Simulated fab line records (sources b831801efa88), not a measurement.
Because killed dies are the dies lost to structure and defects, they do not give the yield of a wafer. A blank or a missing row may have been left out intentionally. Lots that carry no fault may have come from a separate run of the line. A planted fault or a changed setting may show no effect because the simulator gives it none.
fab line records | flow sky130
[record] lots = 9 wafers = 27 lastDay = 50
route steps=708 shown CONTACT@423 METAL1@436 VIA1@461 PAD_OPEN@708
lots untouched by any fault: they come from a run of this same line in which no faults occurred
startH: the number of hours between the record's first day and the start of the first shown wafer of the lot | waitH: hours since the lot's step before | " same as the row above | L1.1+2: several wafers, shown together as one row | - either no value or no given start | * or withheld: withheld | < > ~ a bound
route shown NAME@n: a module of which the file shows steps, and the number in the route of the first | usual: mean/standard deviation of fault-free wafers | same: alike in all rows | chamber/n: place in a boat | sites: the reading at each site | _std_site: their standard deviation | _edge_site: inner sites' mean taken away from outer sites' mean | radiusMm: for every site, how far away it sits from the centre of the wafer | mask NAME#n: copy n | behind: the last tool/chamber to shape the wafer | hold: why the lot was held/for how many hours/how that ended | device: the transistor (n, p or np) that didn't switch | end of line: at the end of the route, the tests of the same wafers | a step with no rows: only its recipe | killed: dies that structure and defects cost at the first sort, which is not the same as the wafer's yield | map: shows each die of a wafer: x if killed, . if not, _ if none is there
set.NAME: setting as actually run; set.NAME@STEP: the setting as run at that earlier step | model.NAME: the simulator's own value behind a step, which no gauge read
steps of the route over a sample of lots; a table a step, a row a wafer
services: a tool's chamber out of use, with start hour (startH, from the record's first day; less than 0 if before it), hours out, and reason
[[steps]]
[step SKY_CONTACT_ETCH_17]
[recipe] target = SiO2 chemistry = C4F8/O2/Ar stopOn = Si3N4 maskMaterial = KrF-thick sourceW = 1500 biasW = 1200 pressureMtorr = 40 c4f8FlowSccm = withheld O2_flow_sccm = 6 Ar_flow_sccm = 300 timeS = withheld targetDepthA = 3400
[usual] oesProductAu = 0.892/0.0049
// columns lot.wafer tool chamber startH waitH oesProductAu
L852.1 rieDiel-03 0 740.10 0.0 0.884
L852.3 " 1 " " 0.890
L852.6 " 1 " " 0.896
L854.1 rieDiel-04 1 755.40 0.0 0.889
L854.2 " 0 " " 0.891
L854.4 " 0 " " 0.889
L856.1 rieDiel-02 0 763.65 0.0 0.895
L856.3 " 2 " " 0.895
L856.6 " 0 " " 0.885
L867.3 rieDiel-02 3 859.00 0.0 0.892
L867.4 " 2 " " 0.897
L867.5 " 2 " " 0.887
L871.2 rieDiel-04 3 891.15 0.0 0.903
L871.3 " 2 " " 0.896
L871.5 " 1 " " 0.891
L872.1 rieDiel-03 0 901.61 0.0 0.894
L872.4 " 2 " " 0.883
L872.5 " 1 " " 0.897
L875.1 rieDiel-04 2 911.80 0.0 0.892
L875.4 " 0 " " 0.883
L875.5 " 1 " " 0.890
L873.2 rieDiel-03 1 912.83 0.0 0.892
L873.4 " 0 " " 0.895
L873.5 " 0 " " 0.897
L874.1 rieDiel-03 2 915.06 0.0 0.888
L874.2 " 1 " " 0.892
L874.3 " 0 " " 0.893
[step SKY_METAL1_SPUTTER_02]
[recipe] material = AlCu targetThkNm = 250 powerW = 10600 timeS = 13.3 chamberPressurePa = 0.4
[usual] throttleValvePct = 29.8/1.2
// columns lot.wafer tool chamber startH waitH throttleValvePct
L852.1 pvdSputter-03 - 741.50 0.0 29.0
L852.3 " - " " 29.9
L852.6 " - " " 30.1
L854.1 pvdSputter-03 - 756.79 0.0 30.0
L854.2 " - " " 28.9
L854.4 " - " " 30.3
L856.1 pvdSputter-01 - 765.07 0.0 32.4
L856.3 " - " " 30.0
L856.6 " - " " 30.0
L867.3 pvdSputter-03 - 860.48 0.0 30.0
L867.4 " - " " 30.3
L867.5 " - " " 29.1
L871.2 pvdSputter-02 - 892.53 0.0 27.3
L871.3 " - " " 29.8
L871.5 " - " " 29.3
L872.1 pvdSputter-01 - 903.10 0.0 32.4
L872.4 " - " " 29.8
L872.5 " - " " 28.0
L875.1 pvdSputter-01 - 913.21 0.0 32.5
L875.4 " - " " 30.0
L875.5 " - " " 28.3
L873.2 pvdSputter-02 - 914.21 0.0 29.6
L873.4 " - " " 31.3
L873.5 " - " " 27.1
L874.1 pvdSputter-01 - 916.44 0.0 28.3
L874.2 " - " " 32.6
L874.3 " - " " 29.9
[step SKY_METAL1_RS_MEAS_05]
[recipe] thkMeasGauge = four-point-probe reads = TiN_of_METAL1_SPUTTER_04+Ti_of_METAL1_SPUTTER_03+AlCu_of_METAL1_SPUTTER_02+TiN_of_METAL1_SPUTTER_01+Ti_of_METAL1_SPUTTER_00
[usual] METAL1_ALCU_RS = 0.1267/0.0014
// columns lot.wafer tool chamber startH waitH METAL1_ALCU_RS[ohm/sq]
L852.1 filmMetro-04 - 741.59 0.0 0.1284
L852.3 " - " " 0.1274
L852.6 " - " " 0.1277
L854.1 filmMetro-03 - 756.88 0.0 0.1258
L854.2 " - " " 0.1257
L854.4 " - " " 0.1264
L856.1 filmMetro-03 - 765.16 0.0 0.1293
L856.3 " - " " 0.1280
L856.6 " - " " 0.1282
L867.3 filmMetro-01 - 860.61 0.1 0.1262
L867.4 " - " " 0.1600
L867.5 " - " " 0.1279
L871.2 filmMetro-03 - 892.64 0.0 0.1275
L871.3 " - " " 0.1276
L871.5 " - " " 0.1263
L872.1 filmMetro-03 - 903.20 0.0 0.1273
L872.4 " - " " 0.1247
L872.5 " - " " 0.1256
L875.1 filmMetro-04 - 913.30 0.0 0.1283
L875.4 " - " " 0.1274
L875.5 " - " " 0.1285
L873.2 filmMetro-03 - 914.32 0.0 0.1257
L873.4 " - " " 0.1274
L873.5 " - " " 0.1267
L874.1 filmMetro-01 - 916.53 0.0 0.1288
L874.2 " - " " 0.1296
L874.3 " - " " 0.1271
[step SKY_METAL1_THK_MEAS_06]
[recipe] thkMeasGauge = xrf reads = AlCu_of_METAL1_SPUTTER_02
[usual] METAL1_ALCU_THK = 250.0/2.8
// columns lot.wafer tool chamber startH waitH METAL1_ALCU_THK[nm]
L852.1 filmMetro-04 - 741.71 0.1 247.3
L852.3 " - " " 250.7
L852.6 " - " " 248.3
L854.1 filmMetro-03 - 757.00 0.1 252.4
L854.2 " - " " 252.5
L854.4 " - " " 253.6
L856.1 filmMetro-03 - 765.28 0.1 245.7
L856.3 " - " " 247.7
L856.6 " - " " 245.7
L867.3 filmMetro-01 - 860.71 0.1 249.5
L867.4 " - " " 201.6
L867.5 " - " " 248.1
L871.2 filmMetro-03 - 892.75 0.1 250.9
L871.3 " - " " 248.6
L871.5 " - " " 250.6
L872.1 filmMetro-03 - 903.32 0.1 249.6
L872.4 " - " " 256.6
L872.5 " - " " 252.3
L875.1 filmMetro-04 - 913.42 0.1 247.9
L875.4 " - " " 248.6
L875.5 " - " " 247.8
L873.2 filmMetro-03 - 914.43 0.1 251.4
L873.4 " - " " 248.2
L873.5 " - " " 249.7
L874.1 filmMetro-01 - 916.65 0.1 247.1
L874.2 " - " " 243.9
L874.3 " - " " 251.2
[step SKY_METAL1_DESCUM_17]
[recipe] chemistry = O2 sourcePowerW = 150 biasPowerW = 0 pressureMtorr = 10 tempC = 40 timeS = 8
[usual] drypumpMotorCurrentA = 5.5/0.52 heBacksideLeakSccm = 3.22/0.27 oesProductAu = 1.006/0.01
// columns lot.wafer tool chamber startH waitH drypumpMotorCurrentA heBacksideLeakSccm oesProductAu rfHoursCounterH
L852.1 rieMetal-03 0 768.96 0.0 5.4 3.07 0.999 16
L852.3 " 0 " " 5.4 3.11 1.002 -
L852.6 " 0 " " 5.4 3.20 1.005 -
L854.1 rieMetal-03 1 784.03 0.0 6.0 3.44 1.003 6
L854.2 " 1 " " 6.1 3.40 1.014 -
L854.4 " 1 " " 6.0 3.43 1.009 -
L856.1 rieMetal-02 0 792.21 0.0 5.1 3.25 0.993 0
L856.3 " 1 " " 4.9 3.17 0.988 -
L856.6 " 1 " " 4.9 3.04 1.005 -
L867.3 rieMetal-02 0 887.46 0.0 5.1 3.05 0.992 -
L867.4 " 1 " " 4.9 3.27 0.996 -
L867.5 " 0 " " 5.1 3.03 1.001 -
L871.2 rieMetal-04 1 918.29 0.0 4.9 3.09 1.014 17
L871.3 " 0 " " 6.2 3.14 1.016 -
L871.5 " 1 " " 4.9 3.18 1.011 -
L872.1 rieMetal-03 1 928.43 0.0 6.1 3.59 1.012 10
L872.4 " 0 " " 5.4 3.10 1.032 -
L872.5 " 0 " " 5.4 3.10 1.036 -
L875.1 rieMetal-03 1 938.88 0.0 6.1 3.59 1.009 10
L875.4 " 0 " " 5.4 3.22 1.036 -
L875.5 " 1 " " 6.1 3.51 0.989 -
L873.2 rieMetal-02 0 939.46 0.0 5.1 5.79 1.006 6
L873.4 " 1 " " 4.9 3.24 1.009 -
L873.5 " 0 " " 5.1 3.09 1.005 -
L874.1 rieMetal-03 1 941.86 0.0 6.1 3.40 0.992 10
L874.2 " 0 " " 5.4 3.10 1.015 8
L874.3 " 1 " " 6.1 3.45 0.995 -
[step SKY_METAL1_METAL_ETCH_19]
[recipe] targetDepthA = 3600 stopOn = SiO2 overEtchFrac = 0.3 timeS = 78 chemistry = Cl2/BCl3 resistSidewallDeg = 88 pressureMtorr = 10 icpW = 900 biasW = 48.5 Cl2_flow_sccm = 60 bcl3FlowSccm = 30
[usual] drypumpMotorCurrentA = 5.5/0.52 heBacksideLeakSccm = 3.22/0.15 oesProductAu = 0.854/0.0055 throttleValvePct = 22.265/0.0097
// columns lot.wafer tool chamber startH waitH drypumpMotorCurrentA heBacksideLeakSccm oesProductAu rfHoursCounterH throttleValvePct
L852.1 rieMetal-03 0 769.05 0.0 5.4 3.14 0.856 16 22.260
L852.3 " 0 " " 5.4 3.11 0.848 - 22.262
L852.6 " 0 " " 5.4 3.20 0.854 - 22.265
L854.1 rieMetal-03 1 784.22 0.1 6.0 3.40 0.862 6 22.257
L854.2 " 1 " " 6.1 3.50 0.863 - 22.272
L854.4 " 1 " " 6.1 3.48 0.845 - 22.253
L856.1 rieMetal-02 0 792.30 0.0 5.1 3.11 0.849 0 22.274
L856.3 " 1 " " 4.9 3.08 0.858 - 22.271
L856.6 " 1 " " 4.9 3.13 0.847 - 22.272
L867.3 rieMetal-02 0 887.61 0.1 5.1 3.08 0.857 - 22.269
L867.4 " 1 " " 4.9 3.24 0.811 - 22.253
L867.5 " 0 " " 5.1 2.99 0.856 - 22.251
L871.2 rieMetal-04 1 918.39 0.0 4.9 3.21 0.853 17 22.263
L871.3 " 0 " " 6.2 3.40 0.853 - 22.269
L871.5 " 1 " " 4.9 3.11 0.858 - 22.274
L872.1 rieMetal-03 1 928.53 0.0 6.1 3.40 0.859 10 22.250
L872.4 " 0 " " 5.4 3.18 0.868 - 22.265
L872.5 " 0 " " 5.4 3.28 0.850 - 22.270
L875.1 rieMetal-03 1 938.98 0.0 6.1 3.39 0.854 10 22.255
L875.4 " 0 " " 5.4 3.20 0.852 - 22.261
L875.5 " 1 " " 6.1 3.33 0.855 - 22.269
L873.2 rieMetal-02 0 939.55 0.0 5.1 3.26 0.854 6 22.258
L873.4 " 1 " " 4.9 3.27 0.852 - 22.243
L873.5 " 0 " " 5.1 3.23 0.849 - 22.266
L874.1 rieMetal-03 1 941.95 0.0 6.1 3.49 0.847 10 22.266
L874.2 " 0 " " 5.4 3.23 0.847 8 22.264
L874.3 " 1 " " 6.1 3.43 0.860 - 22.259
[step SKY_VIA1_BOW_MEAS_03]
[recipe] mode = bow
[usual] VIA1_BOW = 82/7.4
// columns lot.wafer tool chamber startH waitH VIA1_BOW[um]
L852.1 filmMetro-02 - 770.21 0.1 82
L852.3 " - " " 83
L852.6 " - " " 81
L854.1 filmMetro-04 - 785.47 0.1 78
L854.2 " - " " 81
L854.4 " - " " 73
L856.1 filmMetro-03 - 793.49 0.1 82
L856.3 " - " " 93
L856.6 " - " " 97
L867.3 filmMetro-03 - 888.82 0.1 85
L867.4 " - " " 84
L867.5 " - " " 83
L871.2 filmMetro-03 - 919.56 0.2 81
L871.3 " - " " 71
L871.5 " - " " 75
L872.1 filmMetro-03 - 929.68 0.1 73
L872.4 " - " " 80
L872.5 " - " " 81
L875.1 filmMetro-04 - 940.29 0.2 85
L875.4 " - " " 76
L875.5 " - " " 76
L873.2 filmMetro-04 - 940.81 0.1 100
L873.4 " - " " 86
L873.5 " - " " 79
L874.1 filmMetro-03 - 943.16 0.2 92
L874.2 " - " " 74
L874.3 " - " " 69
[step SKY_PAD_OPEN_PROBE_99]
[usual] defectLimitedYield = 82.4/1.9 killed_at_M0_to_M3 = 43/6.7 killed_at_M4_up = 3.1/1.9 killedAtContacts = 25/5 killedAtFrontEnd = 15/4 killedAtOther = 0.4/0.69 killedDies = 87/9.2 killedOnRim = 17/3.6 killedOpen = 46/7.1 killedShort = 40/6.8 sort_bin_3_pad_short = 0.9/0.48 sort_bin_5_function = 10.3/1.5 sort_bin_6_memory = 6.4/1.2 sortNPass = 405/9.2 sortYieldPct = 82.4/1.9
[same] grossDies = 492 killedAtBackSide = 0 sort_bin_4_leakage[%] = 0 sort_bin_8_speed[%] = 0
// columns lot.wafer tool chamber startH waitH defectLimitedYield[%] killed_at_M0_to_M3 killed_at_M4_up killedAtContacts killedAtFrontEnd killedAtOther killedDies killedOnRim killedOpen killedShort sort_bin_3_pad_short[%] sort_bin_5_function[%] sort_bin_6_memory[%] sortNPass sortYieldPct[%]
L873.2 prober-02 - 1203.16 0.1 80.9 43 1 27 23 0 94 19 48 46 1.2 8.9 8.9 398 80.9
L873.4 prober-02 - 1203.26 0.2 82.9 48 1 23 12 0 84 17 53 31 0.4 8.7 7.9 408 82.9
L873.5 prober-02 - 1203.31 0.2 83.1 41 5 22 15 0 83 13 49 33 0.2 10.2 6.5 409 83.1
// killed by level:class
L873.2 VIA1:geometricParticle:open=11 LOCAL_INTERCONNECT:geometricParticle:short=7 CONTACT:geometricParticle:open=7 METAL2:geometricParticle:short=7 VIA2:geometricParticle:open=6 POLY_GATE:geometricParticle:open=5 LI_CONTACT:geometricParticle:open=5 CONTACT:geometricParticle:short=5
L873.4 VIA1:geometricParticle:open=17 LI_CONTACT:geometricParticle:open=8 CONTACT:geometricParticle:open=7 VIA2:geometricParticle:open=7 VIA3:geometricParticle:short=7 VIA3:geometricParticle:open=6 CONTACT:geometricParticle:short=4 VIA2:geometricParticle:short=4
L873.5 CONTACT:geometricParticle:open=9 VIA1:geometricParticle:open=8 VIA3:geometricParticle:open=7 VIA1:geometricParticle:short=6 FIELD_ISO:geometricParticle:open=5 LI_CONTACT:geometricParticle:open=5 METAL2:geometricParticle:short=5 SPACER:geometricParticle:open=4
[[services]]
// columns tool chamber startH hours kind
rieDiel-04 0 720.72 6.9 repair
rieMetal-02 1 724.00 - clean
rieMetal-02 1 724.00 13.4 scheduledDown
rieMetal-03 - 725.42 0.2 repair
rieDiel-03 0 727.04 2.8 repair
rieDiel-02 - 740.99 1.0 repair
rieDiel-03 3 742.55 10.2 repair
rieMetal-04 - 745.14 1.1 repair
rieDiel-04 - 746.43 0.2 repair
rieDiel-04 3 751.60 4.7 repair
pvdSputter-02 - 753.21 3.8 repair
rieMetal-03 1 757.71 6.5 repair
rieMetal-03 0 769.14 - clean
rieMetal-03 0 769.14 18.2 scheduledDown
rieMetal-03 0 769.14 18.2 ventCycle
rieDiel-04 - 775.82 1.0 repair
pvdSputter-02 - 783.89 2.0 repair
rieMetal-03 0 804.55 1.2 repair
pvdSputter-02 - 823.24 5.2 repair
rieMetal-03 1 859.70 55.5 repair
rieDiel-04 3 871.30 6.1 repair
rieDiel-02 - 901.91 0.5 repair
rieDiel-03 3 915.89 50.5 repair
rieDiel-04 0 940.85 2.2 repair
[[key]]
[firstSign] step = SKY_METAL1_RS_MEAS_05 reading = METAL1_ALCU_RS direction = up sigmas = 23 usual = 0.1267 struck = 0.1600
[effect] step = SKY_METAL1_THK_MEAS_06 reading = METAL1_ALCU_THK direction = down sigmas = 18 usual = 250.0 struck = 201.6
[effect] step = SKY_METAL1_METAL_ETCH_19 reading = oesProductAu direction = down sigmas = 7.9 usual = 0.854 struck = 0.811
metAt SKY_METAL1_SPUTTER_02
struckLots L867
struckWafers L867.4
[loopTrim] step = SKY_CONTACT_EXPOSE_11 setting = dose lots = L867
notActingAt SKY_CONTACT_ETCH_17,SKY_METAL1_DESCUM_17,SKY_VIA1_BOW_MEAS_03
onsetBetween 756.79 860.48
[fault] kind = processParameterDrift tool = pvdSputter-03 chamber = - onsetH = 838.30 steps = SKY_METAL1_SPUTTER_02 channel = timeS offset = * shape = step endH = 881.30 actsIn = * stated = * scope = struckWafersOnly
// loopTrim: a control loop set the setting to another value than it would have without faults
